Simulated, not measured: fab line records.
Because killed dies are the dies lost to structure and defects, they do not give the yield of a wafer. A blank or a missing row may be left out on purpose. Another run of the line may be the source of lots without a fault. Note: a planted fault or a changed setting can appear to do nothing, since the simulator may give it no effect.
Problem report in the 8D (eight disciplines) form, filled by code :: flow sky130 :: the parts of the form that need people (team, actions taken, sign-off) are left out

## 1. THE ISSUE
Wafers free of any fault read 1751 nm (standard deviation 16) for VIA4_HDPCVD_THK at SKY_VIA4_THK_MEAS_01, against a mean of 2616 nm on 9 wafers of 3 lots. Measured from the usual mean, that is +54 standard deviations.
The first sign was on wafer L191.2 at day 45 21:33, on film_metro-03. Wafers with a number at this step in the record: 33, from 11 lots. The rule behind "out" and "out of limits": a value lying over 4 standard deviations away from the usual mean. Any other wafer with a number is counted as sound.

## 2. WHAT IT IS; WHAT IT IS NOT
question: which readings at this step
is: VIA4_HDPCVD_THK
is not: -

question: which lots
is: L191, L193, L194
is not: L176, L178, L181, L185, L186, L189, L192, L197

question: which wafers of those lots
is: all that have a number
is not: -

question: read on which gauges
is: film_metro-02, film_metro-03
is not: film_metro-01

question: when
is: from day 45 21:33
is not: up to then (18 sound wafers); but 6 sound wafers of L192, L197 came after

## 3. WHAT RULES OUT EACH SUSPECT
Counting: any tool at a process step up to the reading is kept as a suspect provided that every lot that is out went through it and no sound lot did after the first of them.
- the gauge at SKY_VIA4_THK_MEAS_01 has been ruled out. Those wafers that are out were read across 2 gauges (film_metro-02, film_metro-03).
- hdpcvd-01 at SKY_VIA4_HDPCVD_00 (deposits SiO2, target thk 1750 nm, time 291.7 s): kept. It ran every lot that is out, first L191 (day 45 21:22), and no sound lot after that; its last sound lot up to then is L189 (day 45 12:18). Its own readings are out on those wafers: sih4_flow_sccm.
The count leaves hdpcvd-01 at SKY_VIA4_HDPCVD_00.

## 4. THE CAUSE (what the simulator had put in)
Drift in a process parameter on hdpcvd-01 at SKY_VIA4_HDPCVD_00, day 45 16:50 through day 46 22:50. Setting sih4_flow_sccm, moved by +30, from 60. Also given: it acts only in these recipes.
Counting left only this tool.

## 5. THE EFFECT CHAIN, in route order
Each row: a reading where the mean over the struck wafers with a number is more than 3 standard deviations away from the usual. Only readings for which the record gives a usual standard deviation are gone through. hours: the time from each lot's start at the first step in this table that gives one to its start at this step, as a median over the lots. sigmas: the change in usual standard deviations.
hours: 0
step: SKY_VIA4_HDPCVD_00
reading: sih4_flow_sccm
usual: 60.02 sccm
on struck wafers: 90.08
change: +30.06
sigmas: +99 or more

hours: 0
step: SKY_VIA4_THK_MEAS_01
reading: VIA4_HDPCVD_THK
usual: 1751 nm
on struck wafers: 2616
change: +865
sigmas: +54
It contains these process steps:
- SKY_VIA4_HDPCVD_00: deposits SiO2, target thk 1750 nm, time 291.7 s.

## 6. WHAT WOULD HAVE CAUGHT IT SOONER
The first out-of-limits reading at a measuring or inspecting step in this record came at day 45 21:33, 5 hours after the fault's start at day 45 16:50.
The tool's own readings at SKY_VIA4_HDPCVD_00 were out on every struck wafer that the step has a row for (sih4_flow_sccm): an alarm limit on them would have fired on the first of those.
Among the 3 lots that are out, L193, L194 began SKY_VIA4_HDPCVD_00 on hdpcvd-01 after day 45 21:33. A hold on the tool at that time would have spared those 2.
